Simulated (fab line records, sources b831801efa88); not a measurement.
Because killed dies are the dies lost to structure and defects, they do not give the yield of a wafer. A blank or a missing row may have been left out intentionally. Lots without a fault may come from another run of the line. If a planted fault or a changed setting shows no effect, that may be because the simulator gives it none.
Split-lot study ; flow gf180mcu ; on a route of 602 steps: 5 lots, 23 wafers read

== SPLIT DETAILS ==
At GF_STI_OXIDATION_21 (stabilise 600 s, purge 300 s, target thk 15 nm), the setting ox time s was moved away from the recipe's 458 s on 20 of the 23 wafers read, by -11.6% to +5.5%. This setting was run at the recipe's value on the other wafers.

Reading taken at the split's own step.

== THE READING ==
SiO2_of_STI_OXIDATION_21.thk nm (the simulator's own value, which no gauge read), in nm, at GF_STI_OXIDATION_21 (stabilise 600 s, purge 300 s, target thk 15 nm). The file gives no usual value for it. Across the 3 wafers here that went through the recipe, the average is 14.83 nm and the standard deviation 0.092 nm.

wafer;tool, chamber at the split;ox time s as run, s;against the recipe;SiO2_of_STI_OXIDATION_21.thk nm, nm;against lot-mates on the recipe
L074.1;-, -;421.6;-7.9%;14.52;no lot-mate on the recipe
L074.2;-, -;421.6;-7.9%;14.66;no lot-mate on the recipe
L074.3;-, -;421.6;-7.9%;14.56;no lot-mate on the recipe
L074.5;-, -;421.6;-7.9%;14.59;no lot-mate on the recipe
L074.6;-, -;421.6;-7.9%;14.7;no lot-mate on the recipe
L076.1;furnace-01, 0;458;recipe;14.73;-
L076.3;furnace-01, 0;458;recipe;14.95;-
L076.6;furnace-01, 0;458;recipe;14.8;-
L080.1;-, -;405.1;-11.6%;13.71;no lot-mate on the recipe
L080.2;-, -;405.1;-11.6%;13.83;no lot-mate on the recipe
L080.3;-, -;405.1;-11.6%;13.63;no lot-mate on the recipe
L080.4;-, -;405.1;-11.6%;13.77;no lot-mate on the recipe
L080.5;-, -;405.1;-11.6%;13.99;no lot-mate on the recipe
L082.1;-, -;483.3;+5.5%;14.86;no lot-mate on the recipe
L082.2;-, -;483.3;+5.5%;15.21;no lot-mate on the recipe
L082.3;-, -;483.3;+5.5%;14.94;no lot-mate on the recipe
L082.4;-, -;483.3;+5.5%;15.17;no lot-mate on the recipe
L082.6;-, -;483.3;+5.5%;14.83;no lot-mate on the recipe
L083.1;-, -;407.1;-11.1%;14.15;no lot-mate on the recipe
L083.3;-, -;407.1;-11.1%;14.23;no lot-mate on the recipe
L083.4;-, -;407.1;-11.1%;14.14;no lot-mate on the recipe
L083.5;-, -;407.1;-11.1%;14.08;no lot-mate on the recipe
L083.6;-, -;407.1;-11.1%;13.88;no lot-mate on the recipe

THE FIT
A straight line over all 23 wafers: SiO2_of_STI_OXIDATION_21.thk nm changes by +0.0606 nm for each +1% of ox time s; r = +0.87; the points scatter about the line by 0.25 nm.
Too few moved wafers with a lot-mate on the recipe to fit a line net of each lot's own level.

== THE FILE'S OWN FIT ==
SiO2_of_STI_OXIDATION_21.thk nm changes by +0.0606 nm for each +1% of ox time s, r = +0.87.
